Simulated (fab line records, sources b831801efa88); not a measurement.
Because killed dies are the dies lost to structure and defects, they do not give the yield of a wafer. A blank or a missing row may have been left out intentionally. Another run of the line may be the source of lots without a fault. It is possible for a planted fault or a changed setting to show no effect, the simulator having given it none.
Which tool is to blame?	flow gf180mcu	11 lots with 33 wafers sampled at 6 steps, on a route of 602 steps

## WHAT EACH GAUGE READ, for each wafer
GF_M1_RS_MEAS_05: a four-point-probe measurement.
lot	measured	on	M1_ALCU_RS (ohm/sq)
L646	day 16 05:56	film-metro-01	0.0699 0.0693 0.0696
L648	day 16 23:04	film-metro-01	0.0692 0.0695 0.0685
L651	day 18 03:49	film-metro-02	0.0712 0.0704 0.0709
L653	day 19 03:37	film-metro-03	0.0708 0.0702 0.0706
L655	day 19 12:41	film-metro-03	0.0702 0.0702 0.0697
L656	day 20 02:05	film-metro-02	0.0702 0.0694 0.0704
L660	day 21 04:02	film-metro-01	0.0821 0.0827 0.0811
L661	day 21 11:42	film-metro-01	0.0696 0.0695 0.0693
L662	day 21 17:23	film-metro-02	0.0847 0.0854 0.0846
L663	day 22 00:45	film-metro-02	0.0827 0.0811 0.0832
L666	day 23 02:57	film-metro-02	0.0696 0.0702 0.0705

GF_M1_THK_MEAS_06: measures by xrf.
lot	measured	on	M1_ALCU_THK (nm)
L646	day 16 06:03	film-metro-01	440 445 443
L648	day 16 23:10	film-metro-01	446 446 451
L651	day 18 03:55	film-metro-02	436 441 438
L653	day 19 03:44	film-metro-03	438 443 441
L655	day 19 12:49	film-metro-03	441 442 443
L656	day 20 02:13	film-metro-02	440 444 437
L660	day 21 04:10	film-metro-01	379 372 381
L661	day 21 11:49	film-metro-01	443 446 446
L662	day 21 17:31	film-metro-02	369 364 369
L663	day 22 00:52	film-metro-02	375 382 372
L666	day 23 03:04	film-metro-02	445 442 442

GF_M2_OVL_MEAS_15.
lot	measured	on	M2_OVL (nm)
L646	day 19 06:47	overlay-01	-5 -3 -2
L648	day 20 01:50	overlay-01	-1 -9 -5
L651	day 21 07:17	overlay-01	-5 -9 -3
L653	day 22 06:20	overlay-02	0 4 3
L655	day 22 14:53	overlay-01	-9 -11 -9
L656	day 23 03:53	overlay-01	2 -8 -1
L660	day 24 03:56	overlay-02	-1 -9 0
L661	day 24 10:40	overlay-01	-5 5 3
L662	day 24 15:17	overlay-02	3 2 -1
L663	day 24 22:23	overlay-02	8 3 0
L666	day 25 23:47	overlay-01	5 -5 3

GF_V2_CD_MEAS_14: target cd 260 nm.
lot	measured	on	cd-nm (nm)
L646	day 20 07:56	cd-sem-01	260.4 261.2 260.5
L648	day 21 03:11	cd-sem-02	260.7 261.3 260.6
L651	day 22 07:13	cd-sem-02	259.5 260.0 259.1
L653	day 23 07:13	cd-sem-01	259.2 260.4 258.7
L655	day 23 14:46	cd-sem-01	260.3 261.2 261.2
L656	day 24 03:31	cd-sem-01	258.4 258.0 257.0
L660	day 25 03:16	cd-sem-01	258.8 259.6 259.4
L661	day 25 09:52	cd-sem-01	262.7 262.9 261.9
L662	day 25 14:13	cd-sem-02	257.4 258.4 258.3
L663	day 25 21:32	cd-sem-02	259.1 259.5 258.6
L666	day 26 21:55	cd-sem-01	258.6 259.6 258.0

## TOOL THAT RAN EACH LOT (tool first, then ch and the chambers of the sampled wafers, then the start)
lot	GF_M1_SPUTTER_02	GF_M1_METAL_ETCH_16
L646	pvd-sputter-02, day 16 05:50	rie-metal-04 ch 0,1, day 17 04:43
L648	pvd-sputter-04, day 16 22:57	rie-metal-02 ch 0, day 17 22:44
L651	pvd-sputter-04, day 18 03:42	rie-metal-02 ch 0, day 19 04:22
L653	pvd-sputter-01, day 19 03:31	rie-metal-01 ch 1, day 20 03:52
L655	pvd-sputter-01, day 19 12:36	rie-metal-04 ch 1, day 20 12:37
L656	pvd-sputter-01, day 20 02:00	rie-metal-04 ch 0,1, day 21 02:19
L660	pvd-sputter-04, day 21 03:57	rie-metal-01 ch 0,1, day 22 03:52
L661	pvd-sputter-01, day 21 11:37	rie-metal-02 ch 0,1, day 22 11:02
L662	pvd-sputter-04, day 21 17:18	rie-metal-01 ch 0, day 22 16:05
L663	pvd-sputter-04, day 22 00:38	rie-metal-04 ch 0, day 22 23:31
L666	pvd-sputter-02, day 23 02:52	rie-metal-02 ch 0,1, day 24 01:25
- GF_M1_SPUTTER_02: material AlCu, target thk 450 nm, time 23.9 s.
- GF_M1_METAL_ETCH_16: etches the open film in Cl2/BCl3, stops on SiO2, target depth 627.5 nm, time 104.6 s.

## AS READ BY THE TOOLS THEMSELVES (means over the sampled wafers that have a number; for cases with no such wafer, the mark the record gives instead)
GF_M1_SPUTTER_02.
lot	tool	throttle-valve-pct (%)
L646	pvd-sputter-02	28.8
L648	pvd-sputter-04	30.1
L651	pvd-sputter-04	30.0
L653	pvd-sputter-01	30.0
L655	pvd-sputter-01	29.8
L656	pvd-sputter-01	29.7
L660	pvd-sputter-04	30.5
L661	pvd-sputter-01	31.3
L662	pvd-sputter-04	29.9
L663	pvd-sputter-04	30.5
L666	pvd-sputter-02	29.6

GF_M1_METAL_ETCH_16.
lot	tool	drypump-motor-current-A (A)	oes-product-au (a.u.)	throttle-valve-pct (%)
L646	rie-metal-04	5.74	0.969	28.252
L648	rie-metal-02	5.77	0.972	28.236
L651	rie-metal-02	5.75	0.962	28.249
L653	rie-metal-01	5.89	0.964	28.257
L655	rie-metal-04	5.51	0.972	28.252
L656	rie-metal-04	5.73	0.969	28.252
L660	rie-metal-01	5.85	0.905	28.333
L661	rie-metal-02	5.58	0.978	28.250
L662	rie-metal-01	5.84	0.895	28.342
L663	rie-metal-04	6.19	0.901	28.322
L666	rie-metal-02	5.57	0.970	28.246

## THE ANSWER, worked out from the rows above alone
Rule: the usual values come from the lots themselves. Put in order of their means at a reading, lots are off if they are a third of the lots or fewer, leave a main group of 4 or more, and stand apart from it by a gap of 3 or more times the standard deviation of the main group's means; of several such gaps the widest counts. The tables above print the reading to a certain number of digits; a main group whose means all agree to those digits is not used. A lot without any number at a reading at which 4 lots or more have one is off too. All remaining lots with rows at the step are treated as sound. After the gauges, taken in route order, come the tools' own readings; for these a lot's mean is taken, as printed above. At the first step where some lot is off, the reading lying furthest off is the one used; lots without a number count as furthest.
Off: L660, L662, L663, at GF_M1_RS_MEAS_05 (M1_ALCU_RS). Mean 0.0700 ohm/sq and standard deviation 0.00053 in the main group.
A tool fits if, at a process step before that reading, it ran every lot that is off, and no sound lot after the first of them. The gauges at GF_M1_RS_MEAS_05 aren't tried: what is off there is off at GF_M1_METAL_ETCH_16 too, on other tools, and a gauge's error can't cause that. One fits: GF_M1_SPUTTER_02 on pvd-sputter-04. A fault onset in the window from L651 (day 18 03:42, its last sound lot) to L660 (day 21 03:57, its first lot off) fits.

## WHAT THE SIMULATOR HAD INSERTED
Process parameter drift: pvd-sputter-04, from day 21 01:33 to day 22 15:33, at GF_M1_SPUTTER_02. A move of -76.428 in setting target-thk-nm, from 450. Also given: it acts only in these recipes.
Struck lots among those shown: L660, L662, L663. The rule above found the same.
